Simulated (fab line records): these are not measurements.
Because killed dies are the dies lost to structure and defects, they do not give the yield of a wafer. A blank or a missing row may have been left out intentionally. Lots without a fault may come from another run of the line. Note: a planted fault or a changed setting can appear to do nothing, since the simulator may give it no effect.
Matching of chambers	flow sky130	SKY_CONTACT_ETCH_17 on rie-diel-03: 4 sister chambers
The step etches SiO2 in C4F8/O2/Ar, stops on Si3N4, target depth 340 nm. 18 wafers are shown with their chamber, then 9 later ones without.

== WAFERS PAIRED WITH THEIR CHAMBERS ==
wafer	chamber	chamber-pressure-mTorr (mTorr)	oes-product-au (a.u.)
L077.1	2	39.94	0.893
L077.5	2	39.99	0.895
L077.6	1	40.05	0.897
L079.1	2	39.91	0.892
L079.4	3	40.02	0.880
L079.5	0	40.03	0.890
L081.1	1	40.00	0.885
L081.2	2	39.96	0.895
L081.3	3	40.01	0.900
L084.1	0	40.03	0.898
L084.3	3	40.00	0.894
L084.4	2	40.01	0.898
L088.2	2	40.07	0.895
L088.3	0	39.95	0.891
L088.5	1	39.96	0.894
L093.1	2	39.93	0.885
L093.2	3	39.99	0.891
L093.3	1	39.95	0.893

SIGNATURES (means of the wafers above)
reading	chamber 0	chamber 1	chamber 2	chamber 3	scatter within a chamber
chamber-pressure-mTorr	40.0033	39.9900	39.9729	40.0050	0.0456
oes-product-au	0.89300	0.89225	0.89329	0.89125	0.00554
Rule: for each reading, subtract the chamber's mean from the wafer's reading, divide by that reading's scatter and square the result; add these up over the readings and take the root, which gives the wafer's distance from the chamber. If the next closest chamber is less than 2 further off than the closest, the wafer can't be placed; otherwise it belongs to the closest. The scatter: the root of (the sum of the squares of (reading less its chamber's mean) over the shown wafers, divided by (wafers less chambers)).

== WAFERS WHOSE CHAMBER IS MISSING ==
wafer	chamber-pressure-mTorr (mTorr)	oes-product-au (a.u.)
L095.1	40.05	0.891
L095.2	40.00	0.897
L095.4	40.06	0.897
L094.2	39.97	0.886
L094.4	40.03	0.890
L094.6	39.95	0.896
L096.1	40.04	0.895
L096.4	39.99	0.891
L096.5	40.01	0.886

== THE CHAMBER EACH PASSED THROUGH ==
wafer	from the rows above	in truth
L095.1	can't be placed: 3 or 0 or 1 or 2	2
L095.2	can't be placed: 0 or 1 or 2 or 3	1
L095.4	can't be placed: 0 or 3 or 1 or 2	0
L094.2	can't be placed: 1 or 3 or 2 or 0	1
L094.4	can't be placed: 3 or 0 or 1 or 2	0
L094.6	can't be placed: 2 or 1 or 0 or 3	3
L096.1	can't be placed: 0 or 3 or 1 or 2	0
L096.4	can't be placed: 1 or 3 or 0 or 2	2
L096.5	can't be placed: 3 or 1 or 0 or 2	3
0 of 9 placed correctly. From these rows, 9 cannot be placed; in 9 the true chamber is one of the candidates. 0 placed wrongly.
